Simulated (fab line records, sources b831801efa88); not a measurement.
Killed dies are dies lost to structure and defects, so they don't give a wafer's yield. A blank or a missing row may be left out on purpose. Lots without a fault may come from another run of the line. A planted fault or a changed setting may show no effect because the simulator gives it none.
Which tool did it? | flow gf180mcu | 6 lots, 18 wafers sampled, at 3 steps of a route of 602

WHAT THE GAUGES READ, wafer by wafer
GF_PSD_RS_MEAS_14: measures by four-point-probe.
lot  | measured     | on            | NSD_RS (ohm/sq)
L830 | day 15 04:00 | film_metro-03 | 46.08 46.10 46.26
L836 | day 17 01:18 | film_metro-02 | 46.20 46.04 46.03
L841 | day 18 23:50 | film_metro-01 | 46.07 46.02 46.01
L846 | day 20 17:26 | film_metro-01 | 46.01 46.01 46.01
L849 | day 21 17:32 | film_metro-02 | 46.16 46.07 46.18
L851 | day 22 04:56 | film_metro-03 | 46.16 46.16 46.22

WHICH TOOL RAN EACH LOT (tool, then ch and the chambers of the sampled wafers, then the start)
lot  | GF_HV_LDD_STRIP_37                   | GF_PSD_RTA_13
L830 | plasma_asher-02 ch 0,1, day 12 09:45 | rtp_anneal-01 ch 0, day 15 03:54
L836 | plasma_asher-01 ch 1, day 14 03:28   | rtp_anneal-01 ch 0, day 17 01:13
L841 | plasma_asher-03 ch 0,1, day 15 21:59 | rtp_anneal-02 ch 0, day 18 23:46
L846 | plasma_asher-03 ch 0, day 17 13:10   | rtp_anneal-02 ch 0, day 20 17:22
L849 | plasma_asher-03 ch 0,1, day 18 12:52 | rtp_anneal-02 ch 0, day 21 17:27
L851 | plasma_asher-02 ch 0,1, day 19 00:12 | rtp_anneal-02 ch 0, day 22 04:50
- GF_HV_LDD_STRIP_37: strips in O2/N2.
- GF_PSD_RTA_13: time 20 s.

THE ANSWER, worked out from the rows above alone
Rule: what is usual is taken from the lots themselves. Put in order of their means at a reading, lots are off if they are a third of the lots or fewer, leave a main group of 4 or more, and stand apart from it by a gap of 3 or more times the standard deviation of the main group's means; of several such gaps the widest counts. A main group whose means are all the same, to the digits that the tables above print for the reading, isn't used. A lot without any number at a reading at which 4 lots or more have one is off too. The other lots that the step has rows for count as sound.
No lot is off at any reading shown: from this, nothing can be told.

WHAT THE SIMULATOR HAD PUT IN
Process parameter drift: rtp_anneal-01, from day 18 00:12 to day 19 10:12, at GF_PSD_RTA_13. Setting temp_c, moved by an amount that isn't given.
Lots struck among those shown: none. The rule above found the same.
